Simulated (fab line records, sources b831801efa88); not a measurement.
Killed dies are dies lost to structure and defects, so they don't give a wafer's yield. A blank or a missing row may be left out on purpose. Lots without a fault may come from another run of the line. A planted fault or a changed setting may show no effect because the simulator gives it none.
Problem report in the 8D (eight disciplines) form, filled by code | flow sky130 | the parts of the form that need people (team, actions taken, sign-off) are left out

1. THE PROBLEM
CAP2M_CVD_00_THK at SKY_CAP2M_THK_MEAS_01 reads a mean of 22.55 nm on 3 wafers of 2 lots; wafers without a fault read 15.55 nm with a standard deviation of 0.21. That is +33 standard deviations from the usual mean.
First seen on wafer L176.2, day 42 17:32, on film_metro-04. The record holds 36 wafers of 12 lots with a number at this step. Rule for "out", or "out of limits": more than 4 standard deviations from the usual mean. The other wafers with a number count as sound.

2. WHAT IT IS AND WHAT IT IS NOT
question                    | is                           | is not
which readings at this step | CAP2M_CVD_00_THK             | -
which lots                  | L176, L177                   | L166, L167, L168, L169, L170, L172, L173, L185, L187, L189
which wafers of those lots  | L176.2, L176.6, L177.6       | L176.4, L177.3, L177.4
read on which gauges        | film_metro-02, film_metro-04 | film_metro-03
when                        | from day 42 17:32            | up to then (22 sound wafers); but 11 sound wafers of L177, L185, L187, L189 came after

3. SUSPECTS, AND WHAT RULES EACH OUT
Counting: a tool at a process step up to the reading stays a suspect if it ran every lot that is out. Sound lots after the first of them don't rule it out here, since some wafers of a struck lot are sound.
- the gauge at SKY_CAP2M_THK_MEAS_01: ruled out. The wafers that are out were read on 2 gauges (film_metro-02, film_metro-04).
- pecvd-02 at SKY_CAP2M_CVD_00 (deposits SiO2, target thk 15.5 nm): kept. It ran every lot that is out, first L176 (day 42 17:30); its last sound lot up to then is L173 (day 41 23:30).
Left after counting: pecvd-02 at SKY_CAP2M_CVD_00.

4. THE CAUSE (what the simulator had put in)
Process parameter drift: pecvd-02, from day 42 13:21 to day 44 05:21, at SKY_CAP2M_CVD_00. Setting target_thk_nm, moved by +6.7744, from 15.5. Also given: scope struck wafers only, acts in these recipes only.
Counting left only this tool.

5. THE CHAIN OF EFFECTS, in route order
Each row: a reading whose mean over the struck wafers that have a number lies more than 3 standard deviations from the usual. Only readings for which the record gives a usual standard deviation are gone through. hours: the time from each lot's start at the first step in this table that gives one to its start at this step, as a median over the lots. sigmas: the change in usual standard deviations.
hours | step                  | reading          | usual      | on struck wafers | change | sigmas
0     | SKY_CAP2M_THK_MEAS_01 | CAP2M_CVD_00_THK | 15.55 nm   | 22.55            | +7.00  | +33
47    | SKY_METAL4_ETCH_17    | oes_product_au   | 0.756 a.u. | 0.930            | +0.174 | +24
The process steps in it:
- SKY_METAL4_ETCH_17: etches SiO2 in C4F8/O2/Ar, stops on TiN, time 3.9 s, target depth 15 nm.
Later measuring or inspecting steps at which every struck wafer that the step has a row for has a number for every such reading, and none has moved that far: SKY_CAP2M_OVL_MEAS_12.

6. WHAT WOULD HAVE CAUGHT IT SOONER
In this record the first reading out of limits at a measuring or inspecting step was taken at day 42 17:32, 4 hours after the fault began at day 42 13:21.
Of the tool readings at SKY_CAP2M_CVD_00 for which the record gives a usual standard deviation, none was out on any struck wafer, so an alarm limit of 4 standard deviations on them would not have fired.
Of the lots that are out (2), L177 began SKY_CAP2M_CVD_00 on pecvd-02 after day 42 17:32. A hold on the tool at that time would have spared it.
